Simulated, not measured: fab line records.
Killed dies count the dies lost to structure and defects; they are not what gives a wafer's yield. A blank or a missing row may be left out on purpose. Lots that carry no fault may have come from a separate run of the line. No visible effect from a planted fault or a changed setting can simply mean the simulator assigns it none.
Which tool did it? || flow gf180mcu || Sampling: 13 lots, 39 wafers, 3 of 602 route steps

WHAT THE GAUGES READ, wafer by wafer
GF_MIM_THK_MEAS_11: measures by xrf. Usual: MIM_ALCU_THK gives 199.2 nm (standard deviation 2.5).
{"lot": "L231", "measured": "day 24 21:23", "on": "film-metro-04", "MIM_ALCU_THK (nm)": "196.6 192.7 195.2", "flag": ""}
{"lot": "L232", "measured": "day 25 08:02", "on": "film-metro-02", "MIM_ALCU_THK (nm)": "198.5 198.8 202.0", "flag": ""}
{"lot": "L233", "measured": "day 25 12:58", "on": "film-metro-03", "MIM_ALCU_THK (nm)": "197.3 197.1 195.8", "flag": ""}
{"lot": "L234", "measured": "day 25 21:19", "on": "film-metro-03", "MIM_ALCU_THK (nm)": "201.5 203.4 198.3", "flag": ""}
{"lot": "L236", "measured": "day 26 15:46", "on": "film-metro-04", "MIM_ALCU_THK (nm)": "196.8 197.3 198.7", "flag": ""}
{"lot": "L239", "measured": "day 27 11:08", "on": "film-metro-02", "MIM_ALCU_THK (nm)": "196.7 195.2 200.3", "flag": ""}
{"lot": "L240", "measured": "day 28 03:58", "on": "film-metro-04", "MIM_ALCU_THK (nm)": "198.2 195.6 199.6", "flag": ""}
{"lot": "L244", "measured": "day 29 08:36", "on": "film-metro-04", "MIM_ALCU_THK (nm)": "201.1 199.1 200.0", "flag": ""}
{"lot": "L248", "measured": "day 30 05:41", "on": "film-metro-03", "MIM_ALCU_THK (nm)": "197.8 196.2 193.9", "flag": ""}
{"lot": "L250", "measured": "day 30 14:19", "on": "film-metro-02", "MIM_ALCU_THK (nm)": "198.7 201.7 198.2", "flag": ""}
{"lot": "L251", "measured": "day 30 21:52", "on": "film-metro-02", "MIM_ALCU_THK (nm)": "199.7 202.7 203.5", "flag": ""}
{"lot": "L252", "measured": "day 31 03:35", "on": "film-metro-02", "MIM_ALCU_THK (nm)": "200.4 197.3 198.4", "flag": ""}
{"lot": "L253", "measured": "day 31 11:46", "on": "film-metro-02", "MIM_ALCU_THK (nm)": "198.6 199.5 204.5", "flag": ""}

WHICH TOOL RAN EACH LOT (tool, then ch and the chambers of the sampled wafers, then the start)
{"lot": "L231", "GF_V4_CVD_00": "hdpcvd-02 ch 0,1,2, day 23 20:26", "GF_MIM_SPUTTER_07": "pvd-sputter-02, day 24 21:08"}
{"lot": "L232", "GF_V4_CVD_00": "hdpcvd-01 ch 0,2, day 24 07:01", "GF_MIM_SPUTTER_07": "pvd-sputter-03, day 25 07:49"}
{"lot": "L233", "GF_V4_CVD_00": "hdpcvd-01 ch 0,1,2, day 24 12:08", "GF_MIM_SPUTTER_07": "pvd-sputter-02, day 25 12:44"}
{"lot": "L234", "GF_V4_CVD_00": "hdpcvd-01 ch 0,1,2, day 24 21:29", "GF_MIM_SPUTTER_07": "pvd-sputter-02, day 25 21:05"}
{"lot": "L236", "GF_V4_CVD_00": "hdpcvd-01 ch 0,1,2, day 25 16:23", "GF_MIM_SPUTTER_07": "pvd-sputter-02, day 26 15:33"}
{"lot": "L239", "GF_V4_CVD_00": "hdpcvd-01 ch 0,1,2, day 26 11:48", "GF_MIM_SPUTTER_07": "pvd-sputter-02, day 27 10:55"}
{"lot": "L240", "GF_V4_CVD_00": "hdpcvd-01 ch 0,1,2, day 27 04:38", "GF_MIM_SPUTTER_07": "pvd-sputter-01, day 28 03:43"}
{"lot": "L244", "GF_V4_CVD_00": "hdpcvd-02 ch 0,1, day 28 10:11", "GF_MIM_SPUTTER_07": "pvd-sputter-03, day 29 08:23"}
{"lot": "L248", "GF_V4_CVD_00": "hdpcvd-02 ch 1,2, day 29 07:45", "GF_MIM_SPUTTER_07": "pvd-sputter-01, day 30 05:27"}
{"lot": "L250", "GF_V4_CVD_00": "hdpcvd-01 ch 0,1,2, day 29 17:21", "GF_MIM_SPUTTER_07": "pvd-sputter-02, day 30 14:05"}
{"lot": "L251", "GF_V4_CVD_00": "hdpcvd-01 ch 0, day 30 00:53", "GF_MIM_SPUTTER_07": "pvd-sputter-03, day 30 21:38"}
{"lot": "L252", "GF_V4_CVD_00": "hdpcvd-02 ch 0,2, day 30 07:13", "GF_MIM_SPUTTER_07": "pvd-sputter-03, day 31 03:21"}
{"lot": "L253", "GF_V4_CVD_00": "hdpcvd-02 ch 0,1,2, day 30 15:47", "GF_MIM_SPUTTER_07": "pvd-sputter-03, day 31 11:31"}
- GF_V4_CVD_00: deposits SiO2, target thk 600 nm, time 100 s.
- GF_MIM_SPUTTER_07: material TiN, target thk 60 nm, time 50 s.

AS READ BY THE TOOLS THEMSELVES (means over the sampled wafers that have a number; for cases with no such wafer, the mark the record gives instead)
GF_V4_CVD_00. Usual: 62.52 sccm for sih4-flow-sccm, sd 0.19.
{"lot": "L231", "tool": "hdpcvd-02", "sih4-flow-sccm (sccm)": 62.39, "flag": ""}
{"lot": "L232", "tool": "hdpcvd-01", "sih4-flow-sccm (sccm)": 62.62, "flag": ""}
{"lot": "L233", "tool": "hdpcvd-01", "sih4-flow-sccm (sccm)": 62.55, "flag": ""}
{"lot": "L234", "tool": "hdpcvd-01", "sih4-flow-sccm (sccm)": 62.61, "flag": ""}
{"lot": "L236", "tool": "hdpcvd-01", "sih4-flow-sccm (sccm)": 62.72, "flag": ""}
{"lot": "L239", "tool": "hdpcvd-01", "sih4-flow-sccm (sccm)": 62.36, "flag": ""}
{"lot": "L240", "tool": "hdpcvd-01", "sih4-flow-sccm (sccm)": 62.33, "flag": ""}
{"lot": "L244", "tool": "hdpcvd-02", "sih4-flow-sccm (sccm)": 62.57, "flag": ""}
{"lot": "L248", "tool": "hdpcvd-02", "sih4-flow-sccm (sccm)": 62.45, "flag": ""}
{"lot": "L250", "tool": "hdpcvd-01", "sih4-flow-sccm (sccm)": 62.69, "flag": ""}
{"lot": "L251", "tool": "hdpcvd-01", "sih4-flow-sccm (sccm)": 62.56, "flag": ""}
{"lot": "L252", "tool": "hdpcvd-02", "sih4-flow-sccm (sccm)": 62.56, "flag": ""}
{"lot": "L253", "tool": "hdpcvd-02", "sih4-flow-sccm (sccm)": 62.52, "flag": ""}

GF_MIM_SPUTTER_07. Usual: 29.5 % for throttle-valve-pct, sd 1.
{"lot": "L231", "tool": "pvd-sputter-02", "throttle-valve-pct (%)": 29.5, "flag": ""}
{"lot": "L232", "tool": "pvd-sputter-03", "throttle-valve-pct (%)": 28.5, "flag": ""}
{"lot": "L233", "tool": "pvd-sputter-02", "throttle-valve-pct (%)": 29.9, "flag": ""}
{"lot": "L234", "tool": "pvd-sputter-02", "throttle-valve-pct (%)": 30.1, "flag": ""}
{"lot": "L236", "tool": "pvd-sputter-02", "throttle-valve-pct (%)": 30.0, "flag": ""}
{"lot": "L239", "tool": "pvd-sputter-02", "throttle-valve-pct (%)": 30.0, "flag": ""}
{"lot": "L240", "tool": "pvd-sputter-01", "throttle-valve-pct (%)": 29.6, "flag": ""}
{"lot": "L244", "tool": "pvd-sputter-03", "throttle-valve-pct (%)": 28.4, "flag": ""}
{"lot": "L248", "tool": "pvd-sputter-01", "throttle-valve-pct (%)": 30.0, "flag": ""}
{"lot": "L250", "tool": "pvd-sputter-02", "throttle-valve-pct (%)": 30.0, "flag": ""}
{"lot": "L251", "tool": "pvd-sputter-03", "throttle-valve-pct (%)": 29.5, "flag": ""}
{"lot": "L252", "tool": "pvd-sputter-03", "throttle-valve-pct (%)": 29.1, "flag": ""}
{"lot": "L253", "tool": "pvd-sputter-03", "throttle-valve-pct (%)": 28.4, "flag": ""}

THE ANSWER, worked out from the rows above alone
Rule: a lot is off if the mean of its wafers that have a number lies more than 3 standard deviations from the usual mean. A lot without any number at a reading at which 4 lots or more have one is off too. All remaining lots with rows at the step are treated as sound. Order of review: gauges by route order, followed by the tools' own readings, for which a lot's mean as printed above is used. The first step at which some lot is off is used, and at that step the reading that is off furthest; a lot without a number counts as furthest.
Nothing can be told from this: no lot is off at any reading shown.

WHAT WAS PUT IN BY THE SIMULATOR
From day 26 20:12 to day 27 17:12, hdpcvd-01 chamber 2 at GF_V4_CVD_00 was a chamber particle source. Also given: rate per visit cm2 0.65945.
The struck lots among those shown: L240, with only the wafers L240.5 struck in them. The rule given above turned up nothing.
